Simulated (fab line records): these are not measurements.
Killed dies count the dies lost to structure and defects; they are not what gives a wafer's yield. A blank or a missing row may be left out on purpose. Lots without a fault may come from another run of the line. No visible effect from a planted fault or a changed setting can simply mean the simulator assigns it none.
What tool caused it? || flow gf180mcu || 12 lots, 36 wafers sampled, at 1 step of a route of 602

== WHAT EACH GAUGE READ, for each wafer ==
GF_DUAL_GATE_THK_MEAS_03.
{"lot": "L075", "measured": "day 7 19:38", "on": "film_metro-02", "DUAL_GATE_OXIDATION_00_THK (nm)": "11.10 11.35 11.27"}
{"lot": "L077", "measured": "day 8 16:14", "on": "film_metro-04", "DUAL_GATE_OXIDATION_00_THK (nm)": "10.81 11.01 11.07"}
{"lot": "L079", "measured": "day 9 03:25", "on": "film_metro-04", "DUAL_GATE_OXIDATION_00_THK (nm)": "11.05 10.84 10.92"}
{"lot": "L081", "measured": "day 9 20:40", "on": "film_metro-04", "DUAL_GATE_OXIDATION_00_THK (nm)": "11.00 10.91 10.86"}
{"lot": "L083", "measured": "day 10 04:49", "on": "film_metro-04", "DUAL_GATE_OXIDATION_00_THK (nm)": "10.73 10.99 10.75"}
{"lot": "L085", "measured": "day 10 18:35", "on": "film_metro-01", "DUAL_GATE_OXIDATION_00_THK (nm)": "10.44 10.22 10.37"}
{"lot": "L087", "measured": "day 11 06:34", "on": "film_metro-04", "DUAL_GATE_OXIDATION_00_THK (nm)": "10.59 10.71 10.41"}
{"lot": "L089", "measured": "day 11 19:22", "on": "film_metro-04", "DUAL_GATE_OXIDATION_00_THK (nm)": "11.06 11.03 11.01"}
{"lot": "L091", "measured": "day 12 10:31", "on": "film_metro-02", "DUAL_GATE_OXIDATION_00_THK (nm)": "11.06 10.95 11.26"}
{"lot": "L093", "measured": "day 13 00:59", "on": "film_metro-02", "DUAL_GATE_OXIDATION_00_THK (nm)": "11.22 11.05 11.21"}
{"lot": "L095", "measured": "day 13 13:29", "on": "film_metro-04", "DUAL_GATE_OXIDATION_00_THK (nm)": "10.98 11.08 11.19"}
{"lot": "L097", "measured": "day 14 01:48", "on": "film_metro-04", "DUAL_GATE_OXIDATION_00_THK (nm)": "10.84 10.89 10.88"}

== EACH LOT AND THE TOOL THAT RAN IT (in order: tool; ch and the chambers of the sampled wafers; start) ==
There is no process step in the record ahead of these readings.

== THE ANSWER, worked out from the rows above alone ==
Rule: the usual values come from the lots themselves. The widest of any qualifying gaps counts: lots, ordered by their means at a reading, are off when they make up no more than a third of the lots, leave a main group of 4 or more, and stand apart from it by 3 or more times the standard deviation of that group's means. A main group is skipped when, at the precision printed for the reading in the tables above, its means are all equal. Also off: a lot with no number at a reading for which 4 or more lots have one. All remaining lots with rows at the step are treated as sound.
Across all readings shown, no lot is off: no conclusion can be drawn from this.

== WHAT THE SIMULATOR HAD PUT IN ==
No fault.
